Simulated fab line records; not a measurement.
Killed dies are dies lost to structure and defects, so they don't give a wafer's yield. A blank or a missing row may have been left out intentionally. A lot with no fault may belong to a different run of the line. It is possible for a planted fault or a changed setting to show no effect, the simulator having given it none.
Comparing a struck lot with a sound one -- flow sky130 -- 16 steps out of a route of 708
Sound: the wafers L549.3, L549.5, L549.6. Struck: wafer L542.2 (left out: L542.1, L542.3 of the same lot, which were not struck); the cause appears at the end.
Per side, at each step with rows, come the tool, then ch with its chambers, and then its first start. Under that, the readings that differ: sound wafers -- struck wafers -- difference of the means -- sigmas: that difference in standard deviations of wafers without a fault.
alike: words and numbers the same on both sides, and readings whose means are apart by under 2 such deviations; not compared: readings that were withheld, readings missing a value for some wafer, numbers with overlapping values and no deviation given by the record, and bounds like >300 which may hide the same value.
A row with sigmas, a row that says differs or no value, or rows on one side alone: a step with any of these is where the two part. When numbers do not overlap yet have no deviation, they are printed without sigmas and do not part them. A reading missing from all wafers of one side parts the sides only when that side holds two or more wafers.

first, 1 step without rows for these wafers: SKY_LDD_N_IMPLANT_15.
SKY_LDD_N_STRIP_16: strips in O2/N2.
  sound on plasma asher-04 ch 0,1, day 24 23:46; struck on plasma asher-01 ch 0, day 22 18:02
reading,sound,struck,difference,sigmas
rf hours counter h (h),- - -,82,no value on the sound wafers,
  alike: drypump motor current A, oes product au, strip time to endpoint s
SKY_LDD_N_TW_MEAS_17:
  sound on film metro-01 at day 24 23:52; struck on film metro-04 at day 22 18:08
  alike: LDD_N_TW
then, 7 steps without rows for these wafers: SKY_LDD_P_DEHYDRATE_00 (time 60 s); SKY_LDD_P_HMDS_01 (prime time 60 s); SKY_LDD_P_COAT_02 (resist thk 1140 nm); SKY_LDD_P_SOFTBAKE_03 (time 60 s); SKY_LDD_P_EXPOSE_04 (exposes mask PSDM, target cd 380 nm); SKY_LDD_P_PEB_05; SKY_LDD_P_DEVELOP_06 (develop time 60 s).
SKY_LDD_P_CD_MEAS_07: target cd 380 nm.
  sound on cd sem-02 at day 26 05:18; struck on cd sem-01 at day 24 00:23
  alike: cd nm
SKY_LDD_P_OVL_MEAS_08:
  sound on overlay-01 at day 26 05:23; struck on overlay-02 at day 24 00:30
  alike: LDD_P_OVL
SKY_LDD_P_IMPLANT_09:
  sound on implanter-04 ch 0, day 26 05:28; struck on implanter-04 ch 0, day 24 00:32
  alike: faraday current uA
SKY_LDD_P_STRIP_10: strips in O2/N2.
  sound on plasma asher-02 ch 0,1, day 26 05:36; struck on plasma asher-02 ch 1, day 24 00:41
reading,sound,struck,difference,sigmas
rf hours counter h (h),- - -,12,no value on the sound wafers,
  alike: drypump motor current A, oes product au, strip time to endpoint s
SKY_LDD_P_TW_MEAS_11:
  sound on film metro-02 at day 26 05:41; struck on film metro-03 at day 24 01:01
reading,sound,struck,difference,sigmas
LDD_P_TW,629 624 628,566,-61,-6
  not compared: hold
-- here the record skips 25 days between the struck wafers' starts before and after, leaving off in module LDD_P and picking up in module PAD_OPEN (first step shown: number 708 of the route) --
SKY_PAD_OPEN_PROBE_99:
  sound on prober-02 at day 50 07:09; struck on prober-01 at day 48 22:25
reading,sound,struck,difference,sigmas
model.etest.tip p.rs ohm sq range,145.3 291.6 199.3,4604,+4392,
model.etest.tip p.rs ohm sq,6955 7005 6955,1.132e+04,+4.348e+03,
model.etest.tip p.rs ohm sq rim less centre,-87.04 -37.03 -62.89,-2232,-2170,
model.etest.pfet_01v8.r on ohm um,2973 2984 2990,3086,+104,
model.etest.pfet_01v8.drive ua um,185 185.7 186.2,178.1,-7.5,
model.etest.pfet_01v8.drive ua um range,8.091 5.926 4.408,13.14,+7.00,
model.etest.pfet_01v8_hvt.drive ua um,138.4 138.9 138.1,131.7,-6.8,
model.etest.sram pfet latch.drive ua um,143.2 140.4 134.7,128.7,-10.7,
  alike: killed_at_M0_to_M3, killed_at_M4_up, killed at contacts, killed at front end, killed at other, killed dies, killed open, killed short

WHERE THEY PART
Earliest at SKY_LDD_N_STRIP_16; latest, in this record, at SKY_LDD_P_TW_MEAS_11. Later steps at which nothing parts them and some readings are alike: SKY_PAD_OPEN_PROBE_99.

WHY: what had been put in by the simulator
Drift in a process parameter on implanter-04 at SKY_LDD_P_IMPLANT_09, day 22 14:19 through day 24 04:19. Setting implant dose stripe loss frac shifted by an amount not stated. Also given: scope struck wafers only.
